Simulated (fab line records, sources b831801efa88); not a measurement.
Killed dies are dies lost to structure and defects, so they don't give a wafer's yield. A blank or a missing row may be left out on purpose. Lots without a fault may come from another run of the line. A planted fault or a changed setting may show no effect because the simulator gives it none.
Which tool did it? | flow gf180mcu | 13 lots, 38 wafers sampled, at 3 steps of a route of 602

WHAT THE GAUGES READ, wafer by wafer
GF_PSD_CD_MEAS_07: target cd 400 nm. Usual: cd_nm 400.8 nm, standard deviation 2.4.
lot  | measured     | on        | cd_nm (nm)        | flag
L733 | day 14 01:08 | cd_sem-01 | 403.0 401.1 404.3 |
L734 | day 14 06:22 | cd_sem-02 | 401.9 403.6 401.6 |
L735 | day 14 19:36 | cd_sem-02 | 396.6 397.2 395.8 |
L737 | day 15 12:50 | cd_sem-01 | 402.4 401.9 400.2 |
L738 | day 15 21:25 | cd_sem-02 | 399.7 399.5 400.4 |
L739 | day 16 08:12 | cd_sem-01 | 406.5 405.4 403.5 |
L742 | day 18 06:18 | cd_sem-02 | 402.5 402.1 402.7 |
L745 | day 18 16:20 | cd_sem-02 | 403.4 399.3       |
L744 | day 19 01:02 | cd_sem-01 | 397.9             |
L753 | day 21 07:48 | cd_sem-01 | 401.0 396.6 399.3 |
L754 | day 21 19:48 | cd_sem-02 | 398.6 398.9 398.0 |
L755 | day 22 03:16 | cd_sem-01 | 401.3 401.4 404.4 |
L756 | day 22 08:28 | cd_sem-01 | 401.6 399.0 402.9 |

WHICH TOOL RAN EACH LOT (tool, then ch and the chambers of the sampled wafers, then the start)
lot  | GF_HV_LDD_STRIP_10                   | GF_HV_LDD_ETCHBACK_58
L733 | plasma_asher-01 ch 0,1, day 9 20:38  | rie_diel-03 ch 0,2, day 12 09:55
L734 | plasma_asher-02 ch 0,1, day 10 02:02 | rie_diel-03 ch 0,1,2, day 12 13:08
L735 | plasma_asher-02 ch 0,1, day 10 13:19 | rie_diel-01 ch 0,2,3, day 13 01:55
L737 | plasma_asher-03 ch 0,1, day 11 04:38 | rie_diel-02 ch 1,2,3, day 13 17:41
L738 | plasma_asher-02 ch 0,1, day 11 11:07 | rie_diel-02 ch 0,2, day 14 03:07
L739 | plasma_asher-03 ch 0,1, day 11 19:58 | rie_diel-03 ch 1,2, day 14 13:11
L742 | plasma_asher-03 ch 0,1, day 13 12:17 | rie_diel-03 ch 1,3, day 16 07:59
L745 | plasma_asher-02 ch 0,1, day 13 20:53 | rie_diel-03 ch 2,3, day 16 17:43
L744 | plasma_asher-02 ch 0, day 14 03:05   | rie_diel-03 ch 0,2, day 17 01:16
L753 | plasma_asher-02 ch 0, day 16 05:19   | rie_diel-03 ch 1,2,3, day 19 07:32
L754 | plasma_asher-03 ch 0, day 16 15:03   | rie_diel-02 ch 0,1, day 19 19:26
L755 | plasma_asher-02 ch 0,1, day 16 23:19 | rie_diel-02 ch 0,1, day 20 03:50
L756 | plasma_asher-01 ch 0,1, day 17 05:52 | rie_diel-03 ch 2,3, day 20 09:02
- GF_HV_LDD_STRIP_10: strips in O2/N2.
- GF_HV_LDD_ETCHBACK_58: etches Si3N4 in CH3F/O2, stops on SiO2, time 100 s, target depth 90 nm.

WHAT THE TOOLS THEMSELVES READ (means of the sampled wafers that have a number; where no wafer has one, the mark that the record gives instead)
GF_HV_LDD_STRIP_10. Usual: chamber_pressure_mTorr 1499.9 mTorr, standard deviation 1.4; drypump_motor_current_A 5.5 A, standard deviation 0.75; heater_power_w 338 W, standard deviation 15; oes_product_au 0.716 a.u., standard deviation 0.0043; strip_time_to_endpoint_s 12.64 s, standard deviation 0.04.
lot  | tool            | chamber_pressure_mTorr (mTorr) | drypump_motor_current_A (A) | heater_power_w (W) | oes_product_au (a.u.) | strip_time_to_endpoint_s (s) | flag
L733 | plasma_asher-01 | 1499.3                         | 5.3                         | 341                | 0.713                 | 12.58                        |
L734 | plasma_asher-02 | 1500.0                         | 6.3                         | 334                | 0.720                 | 12.63                        |
L735 | plasma_asher-02 | 1500.1                         | 6.3                         | 339                | 0.714                 | 12.71                        |
L737 | plasma_asher-03 | 1499.4                         | 4.8                         | 338                | 0.718                 | 12.65                        |
L738 | plasma_asher-02 | 1499.4                         | 5.8                         | 330                | 0.719                 | 12.64                        |
L739 | plasma_asher-03 | 1499.9                         | 4.8                         | 342                | 0.713                 | 12.63                        |
L742 | plasma_asher-03 | 1500.6                         | 4.8                         | 335                | 0.715                 | 12.61                        |
L745 | plasma_asher-02 | 1500.7                         | 5.8                         | 337                | 0.714                 | 12.68                        |
L744 | plasma_asher-02 | 1499.9                         | 6.8                         | 337                | 0.723                 | 12.62                        |
L753 | plasma_asher-02 | 1499.6                         | 6.7                         | 341                | 0.716                 | 12.63                        |
L754 | plasma_asher-03 | 1499.9                         | 4.7                         | 351                | 0.716                 | 12.71                        |
L755 | plasma_asher-02 | 1498.5                         | 6.3                         | 331                | 0.713                 | 12.59                        |
L756 | plasma_asher-01 | 1499.2                         | 5.2                         | 336                | 0.717                 | 12.62                        |

GF_HV_LDD_ETCHBACK_58. Usual: ch3f_flow_sccm 39.98 sccm, standard deviation 0.12; chamber_pressure_mTorr 25.001 mTorr, standard deviation 0.025; drypump_motor_current_A 5.8 A, standard deviation 0.42; oes_product_au 0.843 a.u., standard deviation 0.0064; run_length_s 128.3 s, standard deviation 0.6; throttle_valve_pct 10.561 %, standard deviation 0.0093.
lot  | tool        | ch3f_flow_sccm (sccm) | chamber_pressure_mTorr (mTorr) | drypump_motor_current_A (A) | oes_product_au (a.u.) | run_length_s (s) | throttle_valve_pct (%) | flag
L733 | rie_diel-03 | 39.92                 | 25.012                         | 6.1                         | 0.842                 | 129.0            | 10.555                 |
L734 | rie_diel-03 | 39.95                 | 24.991                         | 5.8                         | 0.851                 | 128.3            | 10.563                 |
L735 | rie_diel-01 | 40.05                 | 25.000                         | 6.2                         | 0.840                 | 128.5            | 10.551                 |
L737 | rie_diel-02 | 39.98                 | 24.996                         | 5.7                         | 0.848                 | 128.4            | 10.566                 |
L738 | rie_diel-02 | 39.92                 | 25.013                         | 5.7                         | 0.842                 | 128.8            | 10.562                 |
L739 | rie_diel-03 | 39.95                 | 25.010                         | 5.6                         | 0.849                 | 128.0            | 10.560                 |
L742 | rie_diel-03 | 39.92                 | 25.015                         | 5.5                         | 0.848                 | 127.6            | 10.560                 |
L745 | rie_diel-03 | 39.92                 | 24.995                         | 5.5                         | 0.936                 | 111.3            | 10.570                 | OFF
L744 | rie_diel-03 | 40.03                 | 25.002                         | 6.0                         | 0.918                 | 115.8            | 10.564                 | OFF
L753 | rie_diel-03 | 39.97                 | 25.016                         | 5.5                         | 0.836                 | 127.9            | 10.553                 |
L754 | rie_diel-02 | 39.93                 | 25.008                         | 6.2                         | 0.846                 | 128.8            | 10.562                 |
L755 | rie_diel-02 | 40.11                 | 25.015                         | 6.2                         | 0.838                 | 128.6            | 10.567                 |
L756 | rie_diel-03 | 39.86                 | 25.025                         | 5.5                         | 0.842                 | 127.8            | 10.569                 |

THE ANSWER, worked out from the rows above alone
Rule: a lot is off if the mean of its wafers that have a number lies more than 3 standard deviations from the usual mean. A lot without any number at a reading at which 4 lots or more have one is off too. The other lots that the step has rows for count as sound. The gauges are gone through in route order, then the tools' own readings, and for those a lot's mean is taken as printed above. The first step at which some lot is off is used, and at that step the reading that is off furthest; a lot without a number counts as furthest.
Off: L745, L744, at GF_HV_LDD_ETCHBACK_58 (run_length_s).
A tool fits if, at that step or a process step before it, it ran every lot that is off, and no sound lot after the first of them. None of those tried fits.

WHAT THE SIMULATOR HAD PUT IN
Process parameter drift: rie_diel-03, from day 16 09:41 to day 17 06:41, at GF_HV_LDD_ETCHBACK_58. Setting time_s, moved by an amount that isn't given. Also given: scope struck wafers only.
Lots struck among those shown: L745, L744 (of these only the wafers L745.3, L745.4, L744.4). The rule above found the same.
